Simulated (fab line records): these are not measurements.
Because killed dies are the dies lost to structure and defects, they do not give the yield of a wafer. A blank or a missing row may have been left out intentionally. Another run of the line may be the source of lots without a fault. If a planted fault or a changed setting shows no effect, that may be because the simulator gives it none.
2 desks, one fault	flow sky130	what lay behind the numbers comes last; until then each desk has only its own

DESK OF THE TOOL OWNER: cmp-01
The tool's own readings at SKY_CONTACT_CMP_27 (polishes, stops on SiO2, t overpolish 15 s, target thk 0 nm): means of the sampled wafers that have a number, for each lot that ran on this tool. A lot is out of limits, marked OUT, if its mean lies more than 4 standard deviations from the usual mean; the brackets give that distance.
Columns: A = edge zone pressure frac at SKY_CONTACT_CMP_27, usual 1.000; B = head pressure psi at SKY_CONTACT_CMP_27, usual 3.502 psi; C = motor current A at SKY_CONTACT_CMP_27, usual 11.8 A; D = overpolish run s at SKY_CONTACT_CMP_27, usual 15.000 s; E = time to endpoint s at SKY_CONTACT_CMP_27, usual 83 s
lot	first seen here	A	B	C	D	E
L348	day 34 16:25	0.994	3.493	12.1	14.992	87
L352	day 35 22:32	1.004	3.504	11.7	14.997	85
L359	day 38 04:05	0.995	3.498	11.6	15.003	89
L358	day 38 05:12	1.004	3.501	11.7	15.002	86
L361	day 38 20:11	1.007	3.504	12.7	14.990	82
This desk's verdict: no lot among the 5 shows anything out of limits.

THE METROLOGY DESK
What the gauges read for every lot (on any tool): the sampled wafers with a number, averaged. A lot is out of limits, marked OUT, if its mean lies more than 4 standard deviations from the usual mean; the brackets give that distance.
Columns: A = CONTACT_BOW at SKY_CONTACT_BOW_MEAS_05, usual 81 um
lot	first seen here	A
L340	day 31 06:45	81
L341	day 31 08:53	81
L343	day 32 13:55	81
L345	day 32 16:29	80
L348	day 33 13:08	76
L349	day 33 21:28	77
L350	day 34 08:47	84
L352	day 34 19:41	81
L359	day 37 00:21	89
L358	day 37 01:42	79
L360	day 37 06:32	83
L361	day 37 17:24	86
This desk's verdict: no lot among the 12 shows anything out of limits.

TAKEN TOGETHER
The desk of the tool owner found nothing out of limits.
Nothing out of limits was seen by the metrology desk.

WHAT WAS PUT IN BY THE SIMULATOR
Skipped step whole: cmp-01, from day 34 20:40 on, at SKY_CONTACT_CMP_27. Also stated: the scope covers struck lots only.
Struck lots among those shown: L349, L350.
